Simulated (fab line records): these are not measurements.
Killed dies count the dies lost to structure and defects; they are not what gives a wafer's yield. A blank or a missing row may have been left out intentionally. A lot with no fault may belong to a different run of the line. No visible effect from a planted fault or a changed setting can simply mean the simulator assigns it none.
fab line records	flow sky130
record: lots: 5	wafers: 14	last_day: 50
route steps=708 shown VIA2@527 METAL3@532 CAPM@537 PAD_OPEN@708
lots with no fault: from the same line, run without faults
start_h: hours from the record's opening day to when the first of the lot's shown wafers began	wait_h: time in hours since the lot's previous step	" identical to the entry in the row above	L1.1+2: one row covering several wafers at once	- either no value or no given start	* or withheld: withheld	< > ~ a bound
route shown NAME@n: NAME is a module with steps in the file, n the number in the route of the first one	usual: the fault-free wafers' mean and standard deviation	same: alike in all rows	chamber/n: place in a boat	sites: readings site by site	_std_site: the standard deviation of these	_edge_site: the outer-site mean with the inner-site mean subtracted	radius_mm: how far each site lies from the wafer's centre	mask NAME#n: copy n	behind: tool/chamber where the wafer was last shaped	hold: reason for holding the lot/hours on hold/outcome of the hold	device: whichever transistor did not switch (one of n, p or np)	end of line: at the end of the route, the tests of the same wafers	a step with no rows: only its recipe	killed: at the first sort, the dies lost to defects and structure; wafer yield is something else	map: a wafer's dies, x killed, . not, _ none there
set.NAME: the setting that was run; set.NAME@STEP: the one run at that earlier step	model.NAME: the simulator's own value behind a step, which no gauge read
certain route steps with their lots: each step a table, each wafer a row
services: the hour from which a tool's chamber was out of use, counted from the record's first day as start_h (under 0 if before that day), plus the number of hours and why
== steps ==
step: SKY_VIA2_SPUTTER_20
recipe: material: TiN	target_thk_nm: 20	chamber_pressure_pa: 5	power_w: 4000	time_s: 80
step: SKY_VIA2_CVD_21
recipe: material: W	target_thk_nm: 420	time_s: 126.4	temp_c: 400	pressure_torr: 40
step: SKY_VIA2_RS_MEAS_22
recipe: thk_meas_gauge: four-point-probe	reads: W_of_VIA2_CVD_21+TiN_of_VIA2_SPUTTER_20
usual: VIA2_W_RS: 0.272/0.0043
lot.wafer	tool	chamber	start_h	wait_h	VIA2_W_RS[ohm/sq]
L422.1	film_metro-04	-	854.93	0.1	0.271
L422.5	"	-	"	"	0.273
L422.6	"	-	"	"	0.273
L424.1	film_metro-03	-	875.72	0.1	0.274
L424.2	"	-	"	"	0.272
L424.3	"	-	"	"	0.273
L429.3	film_metro-01	-	911.71	0.1	0.272
L429.6	"	-	"	"	0.264
L440.3	film_metro-03	-	1004.06	0.1	0.275
L440.4	"	-	"	"	0.273
L440.5	"	-	"	"	0.271
L443.1	film_metro-04	-	1014.17	0.1	0.274
L443.4	"	-	"	"	0.275
L443.5	"	-	"	"	0.274
step: SKY_VIA2_THK_MEAS_23
recipe: thk_meas_gauge: xrf	reads: W_of_VIA2_CVD_21
usual: VIA2_W_THK: 413/7.2
lot.wafer	tool	chamber	start_h	wait_h	VIA2_W_THK[nm]
L422.1	film_metro-04	-	855.05	0.1	418
L422.5	"	-	"	"	416
L422.6	"	-	"	"	414
L424.1	film_metro-03	-	875.84	0.1	409
L424.2	"	-	"	"	413
L424.3	"	-	"	"	410
L429.3	film_metro-01	-	911.81	0.1	416
L429.6	"	-	"	"	427
L440.3	film_metro-03	-	1004.16	0.1	412
L440.4	"	-	"	"	413
L440.5	"	-	"	"	413
L443.1	film_metro-04	-	1014.29	0.1	413
L443.4	"	-	"	"	407
L443.5	"	-	"	"	414
step: SKY_VIA2_CMP_24
recipe: stop_on: SiO2	t_overpolish_s: 20	down_force_psi: 3.5	platen_rpm: 60	target_thk_nm: 0	pad_velocity_m_s: 0.94248
usual: edge_zone_pressure_frac: 1.000/0.0045	motor_current_A: 10.1/1.2	overpolish_run_s: 20.000/0.0082	time_to_endpoint_s: 101/3.6
lot.wafer	tool	chamber	start_h	wait_h	edge_zone_pressure_frac	motor_current_A	overpolish_run_s	time_to_endpoint_s
L422.1	cmp-02	2	855.11	0.1	1.001	7.8	20.009	104
L422.6	"	2	"	"	1.003	7.3	19.984	103
L422.5	"	3	"	"	0.999	10.0	20.003	103
L424.3	cmp-02	0	875.90	0.0	0.999	11.4	20.008	99
L424.1	"	1	"	"	0.993	11.8	19.997	99
L424.2	"	3	"	"	1.000	10.3	19.995	100
L429.3	cmp-02	0	911.95	0.1	1.001	11.9	20.010	100
L429.6	"	3	"	"	0.997	9.8	19.998	101
L440.3	cmp-01	1	1004.30	0.1	0.991	10.2	19.991	94
L440.4	"	2	"	"	0.996	8.9	20.002	100
L440.5	"	3	"	"	0.999	11.2	20.016	102
L443.4	cmp-01	1	1014.35	0.0	0.992	9.8	20.008	99
L443.1	"	2	"	"	0.999	9.1	20.014	103
L443.5	"	1	"	"	0.993	9.5	20.006	100
step: SKY_METAL3_SPUTTER_00
recipe: material: Ti	target_thk_nm: 15	power_w: 3000	time_s: 10	chamber_pressure_pa: 0.4
usual: throttle_valve_pct: 29.8/0.97
lot.wafer	tool	chamber	start_h	wait_h	throttle_valve_pct
L422.1	pvd_sputter-04	-	855.41	0.2	30.2
L422.5	"	-	"	"	29.5
L422.6	"	-	"	"	31.6
L424.1	pvd_sputter-02	-	876.20	0.2	30.1
L424.2	"	-	"	"	29.4
L424.3	"	-	"	"	28.8
L429.3	pvd_sputter-02	-	912.15	0.1	29.1
L429.6	"	-	"	"	30.1
L440.3	pvd_sputter-02	-	1004.50	0.1	30.0
L440.4	"	-	"	"	30.4
L440.5	"	-	"	"	30.2
L443.1	pvd_sputter-01	-	1014.65	0.2	29.0
L443.4	"	-	"	"	30.3
L443.5	"	-	"	"	29.6
step: SKY_METAL3_SPUTTER_01
recipe: material: TiN	target_thk_nm: 20	power_w: 6500	time_s: 16.7	chamber_pressure_pa: 0.4
step: SKY_METAL3_SPUTTER_02
recipe: material: AlCu	target_thk_nm: 735	power_w: 10600	time_s: 39.1	chamber_pressure_pa: 0.4
usual: throttle_valve_pct: 29.7/0.95
lot.wafer	tool	chamber	start_h	wait_h	throttle_valve_pct
L422.1	pvd_sputter-04	-	855.46	0.0	30.4
L422.5	"	-	"	"	29.3
L422.6	"	-	"	"	31.6
L424.1	pvd_sputter-02	-	876.25	0.0	29.9
L424.2	"	-	"	"	29.3
L424.3	"	-	"	"	28.8
L429.3	pvd_sputter-02	-	912.20	0.0	28.9
L429.6	"	-	"	"	30.2
L440.3	pvd_sputter-02	-	1004.55	0.0	30.2
L440.4	"	-	"	"	30.2
L440.5	"	-	"	"	30.3
L443.1	pvd_sputter-01	-	1014.70	0.0	29.1
L443.4	"	-	"	"	30.2
L443.5	"	-	"	"	30.0
step: SKY_METAL3_SPUTTER_03
recipe: material: Ti	target_thk_nm: 5	power_w: 3000	time_s: 3.3	chamber_pressure_pa: 0.4
step: SKY_METAL3_SPUTTER_04
recipe: material: TiN	target_thk_nm: 70	power_w: 6500	time_s: 58.3	chamber_pressure_pa: 0.4
step: SKY_CAPM_CVD_00
recipe: material: SiO2	target_thk_nm: 15.5	temp_c: 400	time_s: withheld	rf_w: 450
usual: heater_power_w: 750/73	susceptor_temp_C: 400.01/0.24
lot.wafer	tool	chamber	start_h	wait_h	heater_power_w	susceptor_temp_C
L422.1	pecvd-01	1	855.57	0.0	768	399.75
L422.5	"	0	"	"	663	400.18
L422.6	"	2	"	"	790	400.28
L424.1	pecvd-02	1	876.35	0.0	753	400.26
L424.2	"	0	"	"	664	399.98
L424.3	"	2	"	"	871	399.61
L429.3	pecvd-01	0	912.30	0.0	786	400.44
L429.6	"	1	"	"	810	400.21
L440.3	pecvd-01	0	1004.66	0.0	705	399.62
L440.4	"	1	"	"	763	400.15
L440.5	"	0	"	"	739	399.70
L443.1	pecvd-02	1	1014.81	0.0	819	400.23
L443.4	"	1	"	"	821	399.71
L443.5	"	0	"	"	590	399.67
step: SKY_CAPM_THK_MEAS_01
recipe: reads: SiO2_of_CAPM_CVD_00
usual: CAPM_CVD_00_THK: 15.45/0.18
lot.wafer	tool	chamber	start_h	wait_h	CAPM_CVD_00_THK[nm]
L422.1	film_metro-03	-	855.59	-	15.40
L422.5	"	-	"	"	15.84
L422.6	"	-	"	"	15.74
L424.1	film_metro-03	-	876.37	-	15.29
L424.2	"	-	"	"	15.21
L424.3	"	-	"	"	15.39
L429.3	film_metro-02	-	912.34	-	15.26
L429.6	"	-	"	"	15.46
L440.3	film_metro-02	-	1004.70	-	15.27
L440.4	"	-	"	"	15.53
L440.5	"	-	"	"	15.64
L443.1	film_metro-02	-	1014.83	-	15.39
L443.4	"	-	"	"	15.42
L443.5	"	-	"	"	15.44
step: SKY_CAPM_SPUTTER_02
recipe: material: TiN	target_thk_nm: 200	temp_c: 300	power_w: 6500	time_s: 166.7	chamber_pressure_pa: 0.4
usual: susceptor_temp_C: 300.01/0.2	throttle_valve_pct: 30.0/1.2
lot.wafer	tool	chamber	start_h	wait_h	susceptor_temp_C	throttle_valve_pct	model.TiN_of_CAPM_SPUTTER_02.thk_nm
L422.1	pvd_sputter-03	-	855.65	0.1	300.17	30.2	199.7
L422.5	"	-	"	"	300.35	29.9	197.2
L422.6	"	-	"	"	299.75	30.5	196.5
L424.1	pvd_sputter-03	-	876.43	0.1	299.44	31.8	200.1
L424.2	"	-	"	"	299.98	28.7	201.3
L424.3	"	-	"	"	299.99	30.4	200
L429.3	pvd_sputter-03	-	912.38	0.0	299.69	30.5	78.6
L429.6	"	-	"	"	299.81	31.6	200.2
L440.3	pvd_sputter-01	-	1004.74	0.0	300.13	27.9	200.5
L440.4	"	-	"	"	300.09	29.8	202
L440.5	"	-	"	"	300.04	29.4	200.9
L443.1	pvd_sputter-04	-	1014.89	0.1	299.52	30.6	199.7
L443.4	"	-	"	"	299.60	31.8	199.9
L443.5	"	-	"	"	300.07	28.5	202.5
step: SKY_CAPM_RS_MEAS_03
recipe: thk_meas_gauge: four-point-probe	reads: TiN_of_CAPM_SPUTTER_02
usual: CAPM_TIN_RS: 6.93/0.06
lot.wafer	tool	chamber	start_h	wait_h	CAPM_TIN_RS[ohm/sq]
L422.1	film_metro-04	-	855.76	0.1	6.94
L422.5	"	-	"	"	7.03
L422.6	"	-	"	"	7.05
L424.1	film_metro-02	-	876.54	0.1	6.92
L424.2	"	-	"	"	6.87
L424.3	"	-	"	"	6.92
L429.3	film_metro-03	-	912.53	0.1	18.23
L429.6	"	-	"	"	6.89
L440.3	film_metro-03	-	1004.89	0.1	6.88
L440.4	"	-	"	"	6.84
L440.5	"	-	"	"	6.88
L443.1	film_metro-04	-	1015.00	0.1	6.94
L443.4	"	-	"	"	6.94
L443.5	"	-	"	"	6.85
step: SKY_CAPM_THK_MEAS_04
recipe: thk_meas_gauge: xrf	reads: TiN_of_CAPM_SPUTTER_02
usual: CAPM_TIN_THK: 199.5/1.7
lot.wafer	tool	chamber	start_h	wait_h	CAPM_TIN_THK[nm]
L422.1	film_metro-04	-	855.88	0.1	200.1
L422.5	"	-	"	"	198.6
L422.6	"	-	"	"	196.3
L424.1	film_metro-02	-	876.66	0.1	199.3
L424.2	"	-	"	"	200.1
L424.3	"	-	"	"	199.9
L429.3	film_metro-03	-	912.63	0.1	78.7
L429.6	"	-	"	"	199.2
L440.3	film_metro-03	-	1004.99	0.1	199.8
L440.4	"	-	"	"	201.5
L440.5	"	-	"	"	199.3
L443.1	film_metro-04	-	1015.12	0.1	199.4
L443.4	"	-	"	"	198.8
L443.5	"	-	"	"	201.5
step: SKY_CAPM_DEHYDRATE_05
recipe: temp_c: 200	time_s: 60
step: SKY_CAPM_HMDS_06
recipe: prime_time_s: 60	prime_temp_c: 120
step: SKY_CAPM_COAT_07
recipe: resist: NOVOLAK	spin_rpm: 3000	resist_thk_nm: 1140
step: SKY_CAPM_SOFTBAKE_08
recipe: temp_c: 90	time_s: 60	resist: NOVOLAK
step: SKY_CAPM_EXPOSE_09
recipe: mask_id: CAPM	na: 0.6	source_shape: conventional	sigma_outer: 0.6	polarization: unpolarized	target_cd_nm: 1000	dose_mj: 159
step: SKY_CAPM_PEB_10
recipe: temp_c: withheld	time_s: *	resist: NOVOLAK
step: SKY_CAPM_DEVELOP_11
recipe: resist: NOVOLAK	developer: TMAH	develop_time_s: 60	dev_temp_c: 23
step: SKY_CAPM_OVL_MEAS_12
usual: CAPM_OVL: -0.6/1.4
lot.wafer	tool	chamber	start_h	wait_h	CAPM_OVL[nm]
L422.1	overlay-02	-	881.07	0.1	-2.9
L422.5	"	-	"	"	-3.2
L422.6	"	-	"	"	-0.7
L424.1	overlay-01	-	901.81	0.1	-0.6
L424.2	"	-	"	"	0.9
L424.3	"	-	"	"	-0.6
L429.3	overlay-02	-	937.25	0.1	-1.2
L429.6	"	-	"	"	0.7
L440.3	overlay-01	-	1027.68	0.1	0.1
L440.4	"	-	"	"	-0.6
L440.5	"	-	"	"	-1.1
L443.1	overlay-01	-	1037.13	0.1	2.0
L443.4	"	-	"	"	-1.1
L443.5	"	-	"	"	-2.4
step: SKY_CAPM_METAL_ETCH_13
recipe: target_depth_nm: 220	stop_on: SiO2	chemistry: Cl2/BCl3	target: TiN	pressure_mtorr: 10	icp_w: 900	bias_w: 48.5	Cl2_flow_sccm: 60	bcl3_flow_sccm: 30	time_s: 62.9
usual: drypump_motor_current_A: 5.8/0.54	oes_product_au: 0.941/0.0071	throttle_valve_pct: 21.902/0.0097
lot.wafer	tool	chamber	start_h	wait_h	drypump_motor_current_A	oes_product_au	rf_hours_counter_h	throttle_valve_pct
L422.1	rie_metal-03	1	881.10	0.0	5.1	0.936	5	21.894
L422.5	"	0	"	"	4.9	0.932	-	21.907
L422.6	"	1	"	"	5.1	0.930	-	21.907
L424.1	rie_metal-03	0	901.84	0.0	4.9	0.947	6	21.908
L424.2	"	1	"	"	5.1	0.943	5	21.894
L424.3	"	1	"	"	5.1	0.946	-	21.901
L429.3	rie_metal-03	0	937.30	0.0	5.0	0.598	-	22.116
L429.6	"	1	"	"	5.1	0.948	-	21.912
L440.3	rie_metal-02	1	1027.73	0.0	6.3	0.949	-	21.897
L440.4	"	0	"	"	5.9	0.947	-	21.902
L440.5	"	0	"	"	5.9	0.940	-	21.902
L443.1	rie_metal-04	0	1037.17	0.0	6.1	0.945	7	21.919
L443.4	"	0	"	"	6.1	0.938	-	21.909
L443.5	"	1	"	"	6.3	0.946	-	21.902
step: SKY_CAPM_STRIP_14
recipe: chemistry: O2/N2	power_w: 1400	pressure_mtorr: 1500	platen_temp_c: withheld	o2_flow_sccm: 3000	n2_flow_sccm: 300	overash_fraction: 0.5
step: SKY_CAPM_STRIP_15
recipe: chemistry: post_etch_residue_remover	time_s: 1200	temp_c: 72.5
step: SKY_CAPM_CLEAN_16
recipe: chemistry: IPA	time_s: 180	temp_c: 25
step: SKY_CAPM_CLEAN_17
recipe: chemistry: O3/DIW	dry: n2_spin
step: SKY_METAL3_DEHYDRATE_05
recipe: temp_c: 200	time_s: 60
step: SKY_METAL3_HMDS_06
recipe: prime_time_s: 60	prime_temp_c: 120
step: SKY_METAL3_COAT_07
recipe: resist: BARC	temp_c: withheld	time_s: withheld	spin_rpm: 3000	resist_thk_nm: 60
step: SKY_METAL3_COAT_08
recipe: resist: KrF-thick	spin_rpm: 3000	resist_thk_nm: 1140
step: SKY_METAL3_SOFTBAKE_09
recipe: temp_c: 100	time_s: 90	resist: KrF-thick
step: SKY_METAL3_EXPOSE_10
recipe: mask_id: MM3	na: 0.68	source_shape: annular	sigma_inner: 0.4	sigma_outer: 0.8	target_cd_nm: 300	dose_mj: 28
step: SKY_METAL3_PEB_11
recipe: peb_temp_c: withheld	peb_time_s: withheld	resist: KrF-thick
step: SKY_METAL3_DEVELOP_12
recipe: develop_time_s: 60	resist: KrF-thick	dev_temp_c: 21
step: SKY_METAL3_CD_MEAS_13
recipe: target_cd_nm: 300
usual: cd_nm: 299.8/1.2
lot.wafer	tool	chamber	start_h	wait_h	cd_nm
L422.1	cd_sem-02	-	906.93	-	300.8
L422.5	"	-	"	"	299.0
L422.6	"	-	"	"	298.9
L424.1	cd_sem-02	-	927.58	-	300.6
L424.2	"	-	"	"	301.0
L424.3	"	-	"	"	301.6
L429.3	cd_sem-01	-	962.52	-	301.4
L429.6	"	-	"	"	300.7
L440.3	cd_sem-02	-	1049.97	-	299.4
L440.4	"	-	"	"	299.0
L440.5	"	-	"	"	298.8
L443.1	cd_sem-02	-	1059.29	-	299.9
L443.4	"	-	"	"	300.2
L443.5	"	-	"	"	300.3
step: SKY_METAL3_OVL_MEAS_14
usual: METAL3_OVL: 1/6
lot.wafer	tool	chamber	start_h	wait_h	METAL3_OVL[nm]
L422.1	overlay-02	-	907.05	0.1	3
L422.5	"	-	"	"	10
L422.6	"	-	"	"	4
L424.1	overlay-02	-	927.70	0.1	-9
L424.2	"	-	"	"	-2
L424.3	"	-	"	"	-15
L429.3	overlay-02	-	962.62	0.1	0
L429.6	"	-	"	"	2
L440.3	overlay-01	-	1050.07	0.1	7
L440.4	"	-	"	"	12
L440.5	"	-	"	"	10
L443.1	overlay-01	-	1059.41	0.1	3
L443.4	"	-	"	"	-8
L443.5	"	-	"	"	8
step: SKY_METAL3_DESCUM_15
recipe: chemistry: O2	source_power_w: 150	bias_power_w: 0	pressure_mtorr: 10	temp_c: 40	time_s: 8
step: SKY_METAL3_ETCH_16
recipe: chemistry: N2/H2	target: BARC	ion_energy_ev: 200	bias_w: 100	pressure_mtorr: 30	n2_flow_sccm: 100	h2_flow_sccm: 200	icp_w: 500	stop_on: SiO2	time_s: 88.2	target_depth_a: 600
step: SKY_METAL3_ETCH_17
recipe: target: SiO2	stop_on: TiN	chemistry: C4F8/O2/Ar	source_w: 1500	bias_w: 1200	pressure_mtorr: 40	c4f8_flow_sccm: withheld	O2_flow_sccm: 6	Ar_flow_sccm: 300	time_s: 3.9	target_depth_a: 150
usual: oes_product_au: 0.753/0.0062
lot.wafer	tool	chamber	start_h	wait_h	oes_product_au	rf_hours_counter_h
L422.1	rie_diel-03	2	907.22	0.1	0.753	15
L422.5	"	1	"	"	0.765	-
L422.6	"	0	"	"	0.765	-
L424.1	rie_diel-03	2	927.87	0.1	0.747	15
L424.2	"	3	"	"	0.747	9
L424.3	"	0	"	"	0.739	14
L429.3	rie_diel-03	0	962.90	0.1	0.754	15
L429.6	"	0	"	"	0.752	-
L440.3	rie_diel-01	2	1050.22	0.0	0.751	13
L440.4	"	1	"	"	0.752	15
L440.5	"	2	"	"	0.757	-
L443.1	rie_diel-03	0	1059.57	0.1	0.762	18
L443.4	"	2	"	"	0.746	19
L443.5	"	0	"	"	0.757	-
step: SKY_METAL3_METAL_ETCH_18
recipe: target_depth_a: 8450	stop_on: SiO2	over_etch_frac: 0.3	time_s: 183.1	chemistry: Cl2/BCl3	resist_sidewall_deg: 88	pressure_mtorr: 10	icp_w: 900	bias_w: 48.5	Cl2_flow_sccm: 60	bcl3_flow_sccm: 30
step: SKY_METAL3_STRIP_20
recipe: chemistry: post_etch_residue_remover	time_s: 1200	temp_c: 72.5
usual: bath_guard_temp_C: 72.8/0.58	bath_heat_duty_pct: 14.5/1.3
lot.wafer	tool	chamber	start_h	wait_h	bath_guard_temp_C	bath_heat_duty_pct	model.TiN_of_CAPM_SPUTTER_02.thk_nm
L422.1	wet_bench-01	2	907.52	0.1	74.2	14.3	198.9
L422.5	"	2	"	"	74.1	14.8	196.4
L422.6	"	2	"	"	73.9	12.6	195.7
L424.1	wet_bench-04	3	928.34	0.1	72.4	14.8	199.3
L424.2	"	3	"	"	71.7	13.1	200.5
L424.3	"	3	"	"	72.4	15.0	199.2
L429.3	wet_bench-04	0	963.20	0.0	73.1	17.7	77.77
L429.6	"	0	"	"	72.9	17.1	199.4
L440.3	wet_bench-02	2	1050.52	0.0	73.1	15.8	199.7
L440.4	"	2	"	"	72.6	15.4	201.1
L440.5	"	2	"	"	72.7	15.4	200.1
L443.1	wet_bench-04	2	1060.05	0.1	72.1	14.2	198.9
L443.4	"	2	"	"	72.2	14.8	199.1
L443.5	"	2	"	"	72.4	14.9	201.6
step: SKY_PAD_OPEN_PROBE_99
usual: defect_limited_yield: 82.4/1.8	killed_at_M0_to_M3: 45/6.8	killed_at_M4_up: 3.2/1.6	killed_at_contacts: 24/5.1	killed_at_front_end: 14/4.4	killed_at_other: 0.4/0.65	killed_dies: 87/8.8	killed_open: 47/7.2	killed_short: 39/6.1	sort_bin_3_pad_short: 0.9/0.38	sort_bin_5_function: 10.4/1.5	sort_bin_6_memory: 6.4/1.1	sort_n_pass: 405/8.8	sort_yield_pct: 82.4/1.8
same: gross_dies: 492	killed_at_back_side: 0	sort_bin_4_leakage[%]: 0	sort_bin_8_speed[%]: 0
lot.wafer	tool	chamber	start_h	wait_h	defect_limited_yield[%]	killed_at_M0_to_M3	killed_at_M4_up	killed_at_contacts	killed_at_front_end	killed_at_other	killed_dies	killed_open	killed_short	sort_bin_3_pad_short[%]	sort_bin_5_function[%]	sort_bin_6_memory[%]	sort_n_pass	sort_yield_pct[%]	model.etest.cap_mim.plate_ohm_sq	model.etest.cap_mim.bv_v	model.etest.cap_mim.leak_log10_a_cm2
L422.1	prober-01	-	1079.94	0.1	81.7	54	1	20	14	1	90	50	40	0.6	11.0	6.7	402	81.7	6.015	13.64	-8.809
L422.5	prober-01	-	1080.14	0.2	84.3	41	2	25	9	0	77	36	41	1.0	8.9	5.7	415	84.3	6.12	14.27	-9.107
L422.6	prober-01	-	1080.19	0.2	82.3	49	2	25	10	1	87	48	39	0.6	11.4	5.7	405	82.3	6.069	14.21	-8.883
L424.1	prober-01	-	1096.24	0.1	83.5	40	1	28	12	0	81	42	39	1.0	8.9	6.5	411	83.5	6.01	13.86	-8.807
L424.2	prober-01	-	1096.29	0.1	79.7	48	2	39	11	0	100	62	37	1.0	12.8	6.5	392	79.7	5.975	13.86	-8.83
L424.3	prober-01	-	1096.34	0.2	81.3	48	2	34	7	1	92	51	41	1.0	11.6	6.1	400	81.3	6.04	13.8	-9.068
L429.3	prober-02	-	1123.84	0.2	86.6	25	6	24	11	0	66	31	34	0.8	8.1	4.5	426	86.6	15.28	10.32	-7.428
L429.6	prober-02	-	1123.99	0.2	81.5	42	1	31	17	0	91	46	45	0.6	11.6	6.3	401	81.5	5.935	13.77	-8.748
L440.3	prober-01	-	1193.57	0.2	84.3	41	3	20	13	0	77	39	38	0.2	8.9	6.5	415	84.3	6.029	14.17	-8.961
L440.4	prober-01	-	1193.62	0.2	82.1	49	2	20	17	0	88	44	44	0.8	11.0	6.1	404	82.1	5.923	13.97	-8.981
L440.5	prober-01	-	1193.67	0.2	79.1	55	3	30	15	0	103	51	52	1.0	12.6	7.3	389	79.1	6.022	13.74	-9.226
L443.1	prober-02	-	1201.32	0.1	82.3	43	2	21	18	3	87	54	33	0.6	10.8	6.3	405	82.3	6.042	13.93	-8.909
L443.4	prober-02	-	1201.47	0.2	84.3	42	3	21	11	0	77	45	32	1.0	9.1	5.5	415	84.3	6.002	13.55	-9.081
L443.5	prober-02	-	1201.52	0.2	85.2	34	5	19	15	0	73	42	31	1.2	9.1	4.5	419	85.2	5.883	13.95	-9.177
killed by level:class
L422.1 VIA1:geometric_particle:open=16 CONTACT:geometric_particle:open=7 FIELD_ISO:geometric_particle:open=6 METAL1:geometric_particle:short=6 VIA2:geometric_particle:open=6 CONTACT:geometric_particle:short=5 VIA3:geometric_particle:open=5 VIA2:geometric_particle:short=4
L422.5 CONTACT:geometric_particle:open=8 VIA1:geometric_particle:short=6 VIA1:geometric_particle:open=6 VIA2:geometric_particle:short=6 CONTACT:geometric_particle:short=5 METAL1:geometric_particle:short=5 VIA2:geometric_particle:open=5 FIELD_ISO:geometric_particle:open=4
L422.6 CONTACT:geometric_particle:open=11 VIA1:geometric_particle:open=10 METAL1:geometric_particle:short=6 VIA3:geometric_particle:open=6 VIA1:geometric_particle:short=5 METAL2:geometric_particle:short=5 VIA2:geometric_particle:open=5 VIA2:geometric_particle:short=5
L424.1 VIA1:geometric_particle:open=10 CONTACT:geometric_particle:open=9 LI_CONTACT:geometric_particle:open=8 CONTACT:geometric_particle:short=7 FIELD_ISO:geometric_particle:short=5 METAL1:geometric_particle:short=5 METAL3:geometric_particle:short=5 METAL1:geometric_particle:open=4
L424.2 CONTACT:geometric_particle:open=16 LI_CONTACT:geometric_particle:open=12 VIA1:geometric_particle:open=9 VIA2:geometric_particle:open=8 VIA3:geometric_particle:open=7 METAL2:geometric_particle:short=6 METAL3:geometric_particle:short=5 LOCAL_INTERCONNECT:geometric_particle:short=4
L424.3 VIA1:geometric_particle:open=13 LI_CONTACT:geometric_particle:open=10 CONTACT:geometric_particle:open=9 METAL2:geometric_particle:short=8 VIA3:geometric_particle:open=7 VIA1:geometric_particle:short=6 CONTACT:geometric_particle:short=5 LI_CONTACT:geometric_particle:short=4
L429.3 CONTACT:geometric_particle:open=8 LI_CONTACT:geometric_particle:open=6 METAL2:geometric_particle:short=6 VIA1:geometric_particle:open=5 LOCAL_INTERCONNECT:geometric_particle:short=4 CONTACT:geometric_particle:short=4 METAL4:geometric_particle:short=4 FIELD_ISO:geometric_particle:short=3
L429.6 CONTACT:geometric_particle:open=13 VIA1:geometric_particle:short=12 LI_CONTACT:geometric_particle:open=6 LOCAL_INTERCONNECT:geometric_particle:short=6 VIA3:geometric_particle:open=5 FIELD_ISO:geometric_particle:open=4 METAL1:geometric_particle:short=4 METAL3:geometric_particle:short=4
L440.3 LI_CONTACT:geometric_particle:open=7 CONTACT:geometric_particle:open=7 VIA1:geometric_particle:open=7 VIA1:geometric_particle:short=6 VIA3:geometric_particle:short=6 FIELD_ISO:geometric_particle:open=5 VIA2:geometric_particle:open=5 METAL1:geometric_particle:short=5
L440.4 VIA1:geometric_particle:open=10 VIA2:geometric_particle:open=6 METAL1:geometric_particle:short=6 VIA3:geometric_particle:open=6 POLY_GATE:geometric_particle:open=5 LI_CONTACT:geometric_particle:open=5 CONTACT:geometric_particle:open=5 FIELD_ISO:geometric_particle:short=4
L440.5 VIA2:geometric_particle:open=12 LOCAL_INTERCONNECT:geometric_particle:short=8 METAL1:geometric_particle:short=8 VIA1:geometric_particle:open=8 FIELD_ISO:geometric_particle:short=7 CONTACT:geometric_particle:short=7 METAL3:geometric_particle:short=7 CONTACT:geometric_particle:open=7
L443.1 CONTACT:geometric_particle:open=14 VIA2:geometric_particle:open=11 VIA1:geometric_particle:open=9 POLY_GATE:geometric_particle:short=7 VIA1:geometric_particle:short=6 VIA3:geometric_particle:open=5 FIELD_ISO:geometric_particle:open=4 POLY_GATE:geometric_particle:open=3
L443.4 VIA1:geometric_particle:open=11 LI_CONTACT:geometric_particle:open=8 VIA2:geometric_particle:open=8 CONTACT:geometric_particle:open=6 CONTACT:geometric_particle:short=4 VIA1:geometric_particle:short=4 VIA2:geometric_particle:short=4 POLY_GATE:geometric_particle:short=3
L443.5 VIA2:geometric_particle:open=9 CONTACT:geometric_particle:open=7 LI_CONTACT:geometric_particle:open=6 POLY_GATE:geometric_particle:open=5 VIA1:geometric_particle:open=5 VIA3:geometric_particle:open=5 METAL4:geometric_particle:short=5 METAL1:geometric_particle:short=4
== services ==
tool	chamber	start_h	hours	kind
pecvd-02	-	840.18	1.0	repair
rie_diel-03	1	843.60	13.1	repair
rie_metal-03	0	843.74	5.0	repair
cmp-02	-	852.34	0.8	repair
rie_metal-03	-	856.31	2.8	pm
cmp-02	-	864.46	4.5	pm
cmp-02	-	876.24	1.0	repair
cmp-02	-	893.70	0.6	repair
rie_diel-03	-	898.55	4.2	repair
cmp-01	-	912.00	4.0	pm
pvd_sputter-01	-	912.02	5.0	repair
pecvd-01	1	927.24	3.8	repair
pvd_sputter-04	-	942.86	2.5	repair
pecvd-01	-	956.49	1.1	repair
pvd_sputter-01	-	962.70	3.1	repair
rie_diel-03	0	964.45	6.0	repair
cmp-02	-	964.60	0.3	repair
rie_diel-03	1	968.94	7.9	repair
rie_diel-03	3	971.46	3.1	repair
pecvd-01	2	1022.87	8.4	repair
pvd_sputter-04	-	1036.50	5.6	repair
rie_diel-03	2	1040.24	4.1	repair
pvd_sputter-01	-	1051.63	1.2	repair
cmp-02	-	1055.84	0.7	repair
== key ==
first_sign: step: SKY_CAPM_RS_MEAS_03	reading: CAPM_TIN_RS	direction: up	sigmas: 99+	usual: 6.93	struck: 18.23
effect: step: SKY_CAPM_THK_MEAS_04	reading: CAPM_TIN_THK	direction: down	sigmas: 69	usual: 199.5	struck: 78.7
effect: step: SKY_CAPM_METAL_ETCH_13	reading: oes_product_au	direction: down	sigmas: 48	usual: 0.941	struck: 0.598
model_effect: step: SKY_CAPM_SPUTTER_02	value: TiN_of_CAPM_SPUTTER_02.thk_nm	without: 199.6	struck: 78.6
model_effect: step: SKY_METAL3_STRIP_20	value: TiN_of_CAPM_SPUTTER_02.thk_nm	without: 198.7	struck: 77.77
model_effect: step: SKY_PAD_OPEN_PROBE_99	value: etest.cap_mim.plate_ohm_sq	without: 6.02	struck: 15.28
met_at SKY_CAPM_SPUTTER_02
struck_wafers L429.3
onset_between 876.43 912.38
fault: kind: process_parameter_drift	tool: pvd_sputter-03	chamber: -	onset_h: 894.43	steps: SKY_CAPM_SPUTTER_02	channel: target_thk_nm	offset: -120.95	shape: step	end_h: 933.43	scope: struck_wafers_only	acts_in: these_recipes_only	stated: 200
